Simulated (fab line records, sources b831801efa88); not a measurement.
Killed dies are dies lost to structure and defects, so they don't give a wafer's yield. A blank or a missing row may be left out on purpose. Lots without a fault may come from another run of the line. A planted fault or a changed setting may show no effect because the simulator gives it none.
Which tool did it? | flow gf180mcu | 14 lots, 42 wafers sampled, at 5 steps of a route of 602

WHAT THE GAUGES READ, wafer by wafer
GF_STI_BOW_MEAS_00.
lot  | measured    | on            | INCOMING_BOW (um)
L381 | day 1 10:00 | film_metro-02 | -9 -4 -6
L382 | day 1 15:00 | film_metro-02 | 3 0 7
L383 | day 1 20:01 | film_metro-02 | -10 -3 -1
L384 | day 2 01:00 | film_metro-03 | 7 7 7
L385 | day 2 06:00 | film_metro-02 | -14 -10 6
L390 | day 3 07:01 | film_metro-04 | 2 1 0
L395 | day 4 08:01 | film_metro-03 | -6 -2 7
L396 | day 4 13:00 | film_metro-02 | -8 7 -2
L399 | day 5 04:00 | film_metro-02 | -8 2 11
L400 | day 5 09:04 | film_metro-04 | -2 -4 -1
L401 | day 5 14:00 | film_metro-02 | 1 -8 2
L402 | day 5 19:00 | film_metro-02 | -5 2 2
L403 | day 6 00:01 | film_metro-02 | -7 -3 -1
L404 | day 6 05:00 | film_metro-03 | 2 -5 -3

GF_LVPWELL_OVL_MEAS_07.
lot  | measured    | on         | LVPWELL_OVL (nm)
L381 | day 3 19:41 | overlay-01 | -0.2 -0.6 -2.5
L382 | day 4 02:14 | overlay-01 | -1.0 -1.7 -0.1
L383 | day 4 07:09 | overlay-01 | -0.7 -1.8 -2.9
L384 | day 4 13:56 | overlay-01 | 0.1 2.1 1.2
L385 | day 4 19:08 | overlay-01 | -0.1 0.7 1.5
L390 | day 6 01:47 | overlay-02 | 0.8 0.8 2.1
L395 | day 7 03:14 | overlay-02 | -0.6 -0.7 2.1
L396 | day 7 08:20 | overlay-01 | -1.6 -1.4 -0.9
L399 | day 8 02:56 | overlay-01 | -0.1 -0.2 -0.9
L400 | day 8 07:37 | overlay-02 | -0.7 -0.7 0.4
L401 | day 8 14:20 | overlay-02 | -0.5 -1.8 -1.3
L402 | day 8 21:14 | overlay-02 | -1.2 -0.9 -2.5
L403 | day 9 01:23 | overlay-01 | -1.5 -0.8 0.0
L404 | day 9 06:26 | overlay-01 | 0.9 1.4 0.0

GF_VT_IMPLANT_OVL_MEAS_40.
lot  | measured     | on         | VT_IMPLANT_03_OVL (nm)
L381 | day 7 10:21  | overlay-02 | -0.5 -2.9 -0.3
L382 | day 7 19:42  | overlay-01 | -1.4 -0.9 -1.8
L383 | day 8 02:27  | overlay-02 | -1.5 -2.0 -3.5
L384 | day 8 10:36  | overlay-01 | -3.3 -0.4 -3.4
L385 | day 8 15:39  | overlay-01 | -0.5 -0.9 1.6
L390 | day 10 04:02 | overlay-01 | -2.5 -2.6 0.3
L395 | day 11 09:08 | overlay-01 | 1.1 -0.2 -1.2
L396 | day 11 17:38 | overlay-01 | -2.7 -2.3 -4.2
L399 | day 12 15:20 | overlay-01 | -0.5 1.8 0.4
L400 | day 12 20:51 | overlay-01 | -1.9 -1.2 1.1
L401 | day 13 04:47 | overlay-01 | -1.9 0.1 1.0
L402 | day 13 12:23 | overlay-01 | 2.2 1.8 -0.9
L403 | day 13 18:05 | overlay-02 | 0.0 -1.0 -1.5
L404 | day 13 22:41 | overlay-02 | 1.2 -1.1 0.6

WHICH TOOL RAN EACH LOT (tool, then ch and the chambers of the sampled wafers, then the start)
lot  | GF_MVPSD_COAT_02                  | GF_MVPSD_STRIP_10
L381 | litho_track-01 ch 0, day 4 15:54  | plasma_asher-04 ch 0,1, day 4 22:58
L382 | litho_track-02 ch 0, day 4 22:44  | plasma_asher-02 ch 0,1, day 5 06:41
L383 | litho_track-02 ch 0, day 5 04:07  | plasma_asher-04 ch 0,1, day 5 12:19
L384 | litho_track-02 ch 0, day 5 11:56  | plasma_asher-03 ch 0,1, day 5 19:25
L385 | litho_track-02 ch 0, day 5 16:14  | plasma_asher-04 ch 0,1, day 6 00:17
L390 | litho_track-02 ch 0, day 7 00:16  | plasma_asher-02 ch 0,1, day 7 08:34
L395 | litho_track-01 ch 0, day 8 03:04  | plasma_asher-04 ch 0,1, day 8 11:53
L396 | litho_track-04 ch 0, day 8 09:32  | plasma_asher-04 ch 0,1, day 8 18:38
L399 | litho_track-04 ch 0, day 9 04:47  | plasma_asher-04 ch 0,1, day 9 13:58
L400 | litho_track-02 ch 0, day 9 09:07  | plasma_asher-04 ch 0,1, day 9 18:22
L401 | litho_track-02 ch 0, day 9 16:23  | plasma_asher-03 ch 0,1, day 10 01:32
L402 | litho_track-01 ch 0, day 10 00:09 | plasma_asher-04 ch 0,1, day 10 09:13
L403 | litho_track-02 ch 0, day 10 04:22 | plasma_asher-03 ch 0,1, day 10 13:31
L404 | litho_track-02 ch 0, day 10 09:29 | plasma_asher-02 ch 0,1, day 10 18:52
- GF_MVPSD_COAT_02: resist thk 3000 nm.
- GF_MVPSD_STRIP_10: strips in O2/N2.

WHAT THE TOOLS THEMSELVES READ (means of the sampled wafers that have a number; where no wafer has one, the mark that the record gives instead)
GF_MVPSD_STRIP_10.
lot  | tool            | drypump_motor_current_A (A) | heater_power_w (W) | oes_product_au (a.u.) | strip_time_to_endpoint_s (s)
L381 | plasma_asher-04 | 5.9                         | 320                | 0.721                 | 36.92
L382 | plasma_asher-02 | 6.2                         | 317                | 0.721                 | 37.06
L383 | plasma_asher-04 | 5.8                         | 332                | 0.720                 | 37.00
L384 | plasma_asher-03 | 5.1                         | 312                | 0.728                 | 36.94
L385 | plasma_asher-04 | 5.8                         | 331                | 0.713                 | 14.45
L390 | plasma_asher-02 | 6.2                         | 316                | 0.717                 | 14.46
L395 | plasma_asher-04 | 5.8                         | 335                | 0.721                 | 37.02
L396 | plasma_asher-04 | 5.8                         | 330                | 0.725                 | 36.93
L399 | plasma_asher-04 | 5.9                         | 329                | 0.722                 | 36.97
L400 | plasma_asher-04 | 5.8                         | 332                | 0.721                 | 36.95
L401 | plasma_asher-03 | 5.3                         | 326                | 0.723                 | 37.07
L402 | plasma_asher-04 | 5.8                         | 330                | 0.726                 | 36.93
L403 | plasma_asher-03 | 5.2                         | 317                | 0.724                 | 37.04
L404 | plasma_asher-02 | 6.3                         | 314                | 0.724                 | 37.04

THE ANSWER, worked out from the rows above alone
Rule: what is usual is taken from the lots themselves. Put in order of their means at a reading, lots are off if they are a third of the lots or fewer, leave a main group of 4 or more, and stand apart from it by a gap of 3 or more times the standard deviation of the main group's means; of several such gaps the widest counts. A main group whose means are all the same, to the digits that the tables above print for the reading, isn't used. A lot without any number at a reading at which 4 lots or more have one is off too. The other lots that the step has rows for count as sound. The gauges are gone through in route order, then the tools' own readings, and for those a lot's mean is taken as printed above. The first step at which some lot is off is used, and at that step the reading that is off furthest; a lot without a number counts as furthest.
Off: L385, L390, at GF_MVPSD_STRIP_10 (strip_time_to_endpoint_s). The main group: mean 36.99 s, standard deviation 0.053.
A tool fits if, at that step or a process step before it, it ran every lot that is off, and no sound lot after the first of them. None of those tried fits.

WHAT THE SIMULATOR HAD PUT IN
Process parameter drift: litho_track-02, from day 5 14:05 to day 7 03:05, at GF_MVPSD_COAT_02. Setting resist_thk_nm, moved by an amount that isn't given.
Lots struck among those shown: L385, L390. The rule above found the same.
